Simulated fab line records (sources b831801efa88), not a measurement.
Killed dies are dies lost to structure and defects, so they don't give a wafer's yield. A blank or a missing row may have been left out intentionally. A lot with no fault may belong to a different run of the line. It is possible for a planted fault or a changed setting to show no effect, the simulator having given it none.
fab line records + flow sky130
record:
- lots: 13
- wafers: 39
- lastDay: 50
route steps=708 shown VT_ADJUST_HVTR@139 VT_ADJUST_PCH@150 SONOS_ONO@181 GATE_OXIDE@198
lots untouched by any fault: they come from a run of this same line in which no faults occurred
startH: hours from the record's first day to the start of the lot's first wafer shown + waitH: hours from the lot's prior step to this one + " the same as in the row above + L1.1+2: a row that stands for several wafers + - no value, or no start given + * or withheld: withheld + < > ~ a bound
route shown NAME@n: names a module that has steps shown in the file, with the first one's number in the route + usual: mean/standard deviation taken from wafers without a fault + same: alike in all rows + chamber/n: place in a boat + sites: per-site readings + _std_site: standard deviation across them + _edge_site: the outer-site mean with the inner-site mean subtracted + radiusMm: for every site, how far away it sits from the centre of the wafer + mask NAME#n: copy n + behind: tool/chamber where the wafer was last shaped + hold: what put the lot on hold/how long, in hours/how the hold closed + device: transistor that didn't switch, given as n, p or np + end of line: the route-end tests of the same wafers + step lacking rows: just its recipe + killed: the dies lost at the first sort to structure and to defects; this is not the yield of the wafer + map: a wafer's dies, x killed, . not, _ none there
set.NAME: the setting the step ran with; set.NAME@STEP: the setting that earlier step ran with + model.NAME: the simulator's own value behind a step, which no gauge read
steps of the route over a sample of lots; a table a step, a row a wafer
services: a tool's chamber out of use, with start hour (startH, from the record's first day; less than 0 if before it), hours out, and reason
== steps ==
step: SKY_VT_ADJUST_HVTR_OVL_MEAS_08
usual:
- VT_ADJUST_HVTR_OVL: -0.3/1.3
| lot.wafer | tool       | chamber | startH | waitH | VT_ADJUST_HVTR_OVL[nm] |
|-----------|------------|---------|--------|-------|------------------------|
| L257.1    | overlay-01 | -       | 199.78 | 0.1   | 1.0                    |
| L257.2    | "          | -       | "      | "     | -0.4                   |
| L257.3    | "          | -       | "      | "     | 1.5                    |
| L260.2    | overlay-02 | -       | 223.00 | 0.1   | -0.1                   |
| L260.3    | "          | -       | "      | "     | 3.2                    |
| L260.4    | "          | -       | "      | "     | 2.5                    |
| L261.1    | overlay-01 | -       | 235.24 | 0.1   | 0.0                    |
| L261.3    | "          | -       | "      | "     | -1.0                   |
| L261.6    | "          | -       | "      | "     | -1.1                   |
| L263.3    | overlay-01 | -       | 247.20 | 0.1   | -1.9                   |
| L263.5    | "          | -       | "      | "     | -0.9                   |
| L263.6    | "          | -       | "      | "     | -1.7                   |
| L264.2    | overlay-02 | -       | 255.90 | 0.1   | -2.0                   |
| L264.3    | "          | -       | "      | "     | -1.7                   |
| L264.5    | "          | -       | "      | "     | -0.9                   |
| L265.4    | overlay-02 | -       | 258.65 | 0.1   | -1.3                   |
| L265.5    | "          | -       | "      | "     | 0.2                    |
| L265.6    | "          | -       | "      | "     | 0.6                    |
| L266.2    | overlay-01 | -       | 266.10 | 0.1   | 0.4                    |
| L266.3    | "          | -       | "      | "     | -1.3                   |
| L266.5    | "          | -       | "      | "     | 0.4                    |
| L267.2    | overlay-02 | -       | 273.90 | 0.1   | -1.8                   |
| L267.3    | "          | -       | "      | "     | -0.1                   |
| L267.5    | "          | -       | "      | "     | -2.3                   |
| L269.2    | overlay-02 | -       | 297.00 | 0.1   | 0.0                    |
| L269.3    | "          | -       | "      | "     | 2.0                    |
| L269.4    | "          | -       | "      | "     | 0.3                    |
| L270.1    | overlay-01 | -       | 303.25 | 0.1   | -1.6                   |
| L270.3    | "          | -       | "      | "     | 0.3                    |
| L270.4    | "          | -       | "      | "     | -1.7                   |
| L271.1    | overlay-01 | -       | 304.38 | 0.1   | 1.1                    |
| L271.4    | "          | -       | "      | "     | -2.8                   |
| L271.6    | "          | -       | "      | "     | 0.0                    |
| L274.3    | overlay-02 | -       | 325.55 | 0.1   | 0.6                    |
| L274.5    | "          | -       | "      | "     | -0.3                   |
| L274.6    | "          | -       | "      | "     | -0.6                   |
| L280.1    | overlay-01 | -       | 372.19 | 0.1   | -0.8                   |
| L280.3    | "          | -       | "      | "     | 0.1                    |
| L280.6    | "          | -       | "      | "     | -2.7                   |
step: SKY_VT_ADJUST_PCH_OVL_MEAS_07
usual:
- VT_ADJUST_PCH_OVL: 0.3/1.4
| lot.wafer | tool       | chamber | startH | waitH | VT_ADJUST_PCH_OVL[nm] |
|-----------|------------|---------|--------|-------|-----------------------|
| L257.1    | overlay-02 | -       | 222.27 | -     | 1.3                   |
| L257.2    | "          | -       | "      | "     | 0.6                   |
| L257.3    | "          | -       | "      | "     | 0.3                   |
| L260.2    | overlay-02 | -       | 246.10 | -     | 1.7                   |
| L260.3    | "          | -       | "      | "     | 1.7                   |
| L260.4    | "          | -       | "      | "     | 1.3                   |
| L261.1    | overlay-01 | -       | 259.23 | -     | -0.3                  |
| L261.3    | "          | -       | "      | "     | 1.4                   |
| L261.6    | "          | -       | "      | "     | 0.6                   |
| L263.3    | overlay-02 | -       | 270.23 | -     | 1.7                   |
| L263.5    | "          | -       | "      | "     | -0.6                  |
| L263.6    | "          | -       | "      | "     | -0.9                  |
| L264.2    | overlay-01 | -       | 278.13 | -     | 2.4                   |
| L264.3    | "          | -       | "      | "     | 0.5                   |
| L264.5    | "          | -       | "      | "     | 1.1                   |
| L265.4    | overlay-02 | -       | 281.11 | -     | 2.7                   |
| L265.5    | "          | -       | "      | "     | 1.2                   |
| L265.6    | "          | -       | "      | "     | 0.5                   |
| L266.2    | overlay-01 | -       | 290.30 | -     | -0.6                  |
| L266.3    | "          | -       | "      | "     | -0.6                  |
| L266.5    | "          | -       | "      | "     | -1.8                  |
| L267.2    | overlay-02 | -       | 297.90 | -     | -1.1                  |
| L267.3    | "          | -       | "      | "     | -0.8                  |
| L267.5    | "          | -       | "      | "     | -1.7                  |
| L269.2    | overlay-02 | -       | 321.63 | -     | 0.8                   |
| L269.3    | "          | -       | "      | "     | -1.4                  |
| L269.4    | "          | -       | "      | "     | 2.0                   |
| L270.1    | overlay-02 | -       | 329.33 | -     | -0.6                  |
| L270.3    | "          | -       | "      | "     | 1.5                   |
| L270.4    | "          | -       | "      | "     | 0.8                   |
| L271.1    | overlay-02 | -       | 330.77 | -     | 0.5                   |
| L271.4    | "          | -       | "      | "     | 0.7                   |
| L271.6    | "          | -       | "      | "     | 0.5                   |
| L274.3    | overlay-02 | -       | 353.14 | -     | -1.1                  |
| L274.5    | "          | -       | "      | "     | -1.9                  |
| L274.6    | "          | -       | "      | "     | -1.6                  |
| L280.1    | overlay-02 | -       | 401.74 | -     | -0.3                  |
| L280.3    | "          | -       | "      | "     | 0.3                   |
| L280.6    | "          | -       | "      | "     | 1.3                   |
step: SKY_SONOS_ONO_CD_MEAS_13
recipe:
- targetCdNm: 410
usual:
- cdNm: 409.5/2.2
| lot.wafer | tool     | chamber | startH | waitH | cdNm  |
|-----------|----------|---------|--------|-------|-------|
| L257.1    | cdSem-02 | -       | 278.77 | 0.1   | 409.9 |
| L257.2    | "        | -       | "      | "     | 408.0 |
| L257.3    | "        | -       | "      | "     | 406.9 |
| L260.2    | cdSem-01 | -       | 300.18 | 0.1   | 406.8 |
| L260.3    | "        | -       | "      | "     | 408.1 |
| L260.4    | "        | -       | "      | "     | 406.4 |
| L261.1    | cdSem-02 | -       | 317.79 | 0.1   | 409.6 |
| L261.3    | "        | -       | "      | "     | 409.2 |
| L261.6    | "        | -       | "      | "     | 411.5 |
| L263.3    | cdSem-02 | -       | 330.46 | 0.1   | 411.0 |
| L263.5    | "        | -       | "      | "     | 410.5 |
| L263.6    | "        | -       | "      | "     | 409.9 |
| L264.2    | cdSem-02 | -       | 335.64 | 0.1   | 408.7 |
| L264.3    | "        | -       | "      | "     | 409.8 |
| L264.5    | "        | -       | "      | "     | 405.1 |
| L265.4    | cdSem-01 | -       | 339.63 | 0.1   | 412.3 |
| L265.5    | "        | -       | "      | "     | 410.8 |
| L265.6    | "        | -       | "      | "     | 411.7 |
| L266.2    | cdSem-01 | -       | 350.08 | 0.1   | 409.3 |
| L266.3    | "        | -       | "      | "     | 412.5 |
| L266.5    | "        | -       | "      | "     | 409.1 |
| L267.2    | cdSem-01 | -       | 356.31 | 0.1   | 410.4 |
| L267.3    | "        | -       | "      | "     | 410.8 |
| L267.5    | "        | -       | "      | "     | 413.0 |
| L269.2    | cdSem-01 | -       | 384.31 | 0.1   | 412.0 |
| L269.3    | "        | -       | "      | "     | 411.2 |
| L269.4    | "        | -       | "      | "     | 410.7 |
| L270.1    | cdSem-01 | -       | 391.47 | 0.1   | 409.1 |
| L270.3    | "        | -       | "      | "     | 405.4 |
| L270.4    | "        | -       | "      | "     | 407.5 |
| L271.1    | cdSem-01 | -       | 392.12 | 0.1   | 409.7 |
| L271.4    | "        | -       | "      | "     | 409.2 |
| L271.6    | "        | -       | "      | "     | 412.7 |
| L274.3    | cdSem-01 | -       | 415.83 | 0.1   | 408.2 |
| L274.5    | "        | -       | "      | "     | 407.8 |
| L274.6    | "        | -       | "      | "     | 407.9 |
| L280.1    | cdSem-02 | -       | 467.46 | 0.1   | 411.4 |
| L280.3    | "        | -       | "      | "     | 410.9 |
| L280.6    | "        | -       | "      | "     | 412.1 |
step: SKY_GATE_OXIDE_IMPLANT_11
recipe:
- species: B
- energyKev: 10
- doseCm2: 2.6e+12
- tiltDeg: withheld
usual:
- beamEnergyKeV: 10.000/0.0027
- beamOnS: 9.98/0.19
| lot.wafer | tool         | chamber | startH | waitH | beamEnergyKeV | beamOnS |
|-----------|--------------|---------|--------|-------|---------------|---------|
| L257.1    | implanter-02 | 0       | 307.46 | 0.0   | 10.003        | 10.09   |
| L257.2    | "            | 0       | "      | "     | 9.9968        | 10.00   |
| L257.3    | "            | 0       | "      | "     | 10.001        | 9.92    |
| L260.2    | implanter-01 | 0       | 331.09 | 0.0   | 9.9975        | 10.07   |
| L260.3    | "            | 0       | "      | "     | 9.9983        | 9.64    |
| L260.4    | "            | 0       | "      | "     | 10.001        | 10.39   |
| L261.1    | implanter-02 | 0       | 346.71 | 0.0   | 10.005        | 10.12   |
| L261.3    | "            | 0       | "      | "     | 10.000        | 9.72    |
| L261.6    | "            | 0       | "      | "     | 10.004        | 10.09   |
| L263.3    | implanter-02 | 0       | 360.64 | 0.1   | 9.9977        | 9.68    |
| L263.5    | "            | 0       | "      | "     | 10.002        | 9.98    |
| L263.6    | "            | 0       | "      | "     | 10.001        | 10.47   |
| L264.2    | implanter-01 | 0       | 365.17 | 0.0   | 10.003        | 9.99    |
| L264.3    | "            | 0       | "      | "     | 10.006        | 9.90    |
| L264.5    | "            | 0       | "      | "     | 10.001        | 9.72    |
| L265.4    | implanter-01 | 0       | 371.23 | 0.1   | 9.9981        | 10.06   |
| L265.5    | "            | 0       | "      | "     | 9.9998        | 10.16   |
| L265.6    | "            | 0       | "      | "     | 9.9995        | 10.09   |
| L266.2    | implanter-01 | 0       | 381.83 | 0.0   | 10.007        | 10.20   |
| L266.3    | "            | 0       | "      | "     | 10.000        | 10.28   |
| L266.5    | "            | 0       | "      | "     | 10.001        | 9.57    |
| L267.2    | implanter-01 | 0       | 387.09 | 0.0   | 10.005        | 9.85    |
| L267.3    | "            | 0       | "      | "     | 10.001        | 9.64    |
| L267.5    | "            | 0       | "      | "     | 9.9979        | 9.77    |
| L269.2    | implanter-01 | 0       | 415.69 | 0.0   | 9.9961        | 10.37   |
| L269.3    | "            | 0       | "      | "     | 10.002        | 10.38   |
| L269.4    | "            | 0       | "      | "     | 9.9990        | 10.15   |
| L270.1    | implanter-01 | 0       | 423.31 | 0.0   | 9.0329        | 10.21   |
| L270.3    | "            | 0       | "      | "     | 9.0325        | 10.10   |
| L270.4    | "            | 0       | "      | "     | 9.0371        | 10.04   |
| L271.1    | implanter-02 | 0       | 423.31 | 0.0   | 10.002        | 10.21   |
| L271.4    | "            | 0       | "      | "     | 10.001        | 9.76    |
| L271.6    | "            | 0       | "      | "     | 10.002        | 10.01   |
| L274.3    | implanter-01 | 0       | 448.71 | 0.1   | 9.0271        | 9.94    |
| L274.5    | "            | 0       | "      | "     | 9.0337        | 9.85    |
| L274.6    | "            | 0       | "      | "     | 9.0346        | 9.94    |
| L280.1    | implanter-02 | 0       | 500.31 | 0.0   | 10.001        | 10.20   |
| L280.3    | "            | 0       | "      | "     | 10.000        | 10.13   |
| L280.6    | "            | 0       | "      | "     | 10.003        | 9.80    |
step: SKY_GATE_OXIDE_TW_MEAS_14
usual:
- GATE_OXIDE_TW: 222.6/1.5
| lot.wafer | tool         | chamber | startH | waitH | GATE_OXIDE_TW |
|-----------|--------------|---------|--------|-------|---------------|
| L257.1    | filmMetro-02 | -       | 307.83 | 0.1   | 222.6         |
| L257.2    | "            | -       | "      | "     | 220.9         |
| L257.3    | "            | -       | "      | "     | 222.2         |
| L260.2    | filmMetro-01 | -       | 331.43 | 0.1   | 222.7         |
| L260.3    | "            | -       | "      | "     | 221.7         |
| L260.4    | "            | -       | "      | "     | 222.6         |
| L261.1    | filmMetro-04 | -       | 347.07 | 0.1   | 224.4         |
| L261.3    | "            | -       | "      | "     | 224.0         |
| L261.6    | "            | -       | "      | "     | 224.2         |
| L263.3    | filmMetro-02 | -       | 360.97 | 0.1   | 223.0         |
| L263.5    | "            | -       | "      | "     | 222.8         |
| L263.6    | "            | -       | "      | "     | 221.6         |
| L264.2    | filmMetro-04 | -       | 365.51 | 0.1   | 225.4         |
| L264.3    | "            | -       | "      | "     | 225.3         |
| L264.5    | "            | -       | "      | "     | 224.2         |
| L265.4    | filmMetro-02 | -       | 371.54 | 0.1   | 222.8         |
| L265.5    | "            | -       | "      | "     | 222.9         |
| L265.6    | "            | -       | "      | "     | 221.7         |
| L266.2    | filmMetro-02 | -       | 382.17 | 0.1   | 221.1         |
| L266.3    | "            | -       | "      | "     | 222.2         |
| L266.5    | "            | -       | "      | "     | 221.6         |
| L267.2    | filmMetro-04 | -       | 387.42 | 0.1   | 224.7         |
| L267.3    | "            | -       | "      | "     | 226.1         |
| L267.5    | "            | -       | "      | "     | 224.4         |
| L269.2    | filmMetro-01 | -       | 416.02 | 0.1   | 222.4         |
| L269.3    | "            | -       | "      | "     | 222.3         |
| L269.4    | "            | -       | "      | "     | 222.5         |
| L270.1    | filmMetro-02 | -       | 423.66 | 0.1   | 217.2         |
| L270.3    | "            | -       | "      | "     | 216.6         |
| L270.4    | "            | -       | "      | "     | 217.1         |
| L271.1    | filmMetro-02 | -       | 423.72 | 0.1   | 223.3         |
| L271.4    | "            | -       | "      | "     | 221.7         |
| L271.6    | "            | -       | "      | "     | 221.0         |
| L274.3    | filmMetro-04 | -       | 449.03 | 0.1   | 219.7         |
| L274.5    | "            | -       | "      | "     | 219.9         |
| L274.6    | "            | -       | "      | "     | 219.3         |
| L280.1    | filmMetro-01 | -       | 500.66 | 0.1   | 221.5         |
| L280.3    | "            | -       | "      | "     | 221.7         |
| L280.6    | "            | -       | "      | "     | 222.1         |
== services ==
| tool         | chamber | startH | hours | kind   |
|--------------|---------|--------|-------|--------|
| implanter-01 | -       | 436.98 | 2.1   | pm     |
| implanter-01 | -       | 489.27 | 3.1   | pm     |
| implanter-01 | -       | 498.13 | 1.1   | repair |
== key ==
firstSign:
- step: SKY_GATE_OXIDE_IMPLANT_11
- reading: beamEnergyKeV
- direction: down
- sigmas: 99+
- usual: *
- struck: *
effect:
- step: SKY_GATE_OXIDE_TW_MEAS_14
- reading: GATE_OXIDE_TW
- direction: down
- sigmas: 3
- usual: 222.6
- struck: 218.3
metAt SKY_GATE_OXIDE_IMPLANT_11
struckLots L270,L274
testerLeftOut L270,L274
notActingAt SKY_VT_ADJUST_HVTR_OVL_MEAS_08,SKY_VT_ADJUST_PCH_OVL_MEAS_07,SKY_SONOS_ONO_CD_MEAS_13
onsetBetween 415.69 423.31
fault:
- kind: processParameterDrift
- tool: implanter-01
- chamber: -
- onsetH: 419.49
- steps: SKY_GATE_OXIDE_IMPLANT_11
- channel: energyKev
- offset: *
- shape: step
- endH: 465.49
- actsIn: *
- stated: *
testerLeftOut: of these lots the tester's yield and bins aren't shown, on N5 and GAA mostly nor the transistor test; their killed dies are dies lost to structure and defects alone, not to doping, threshold or leakage, so they don't give the yield
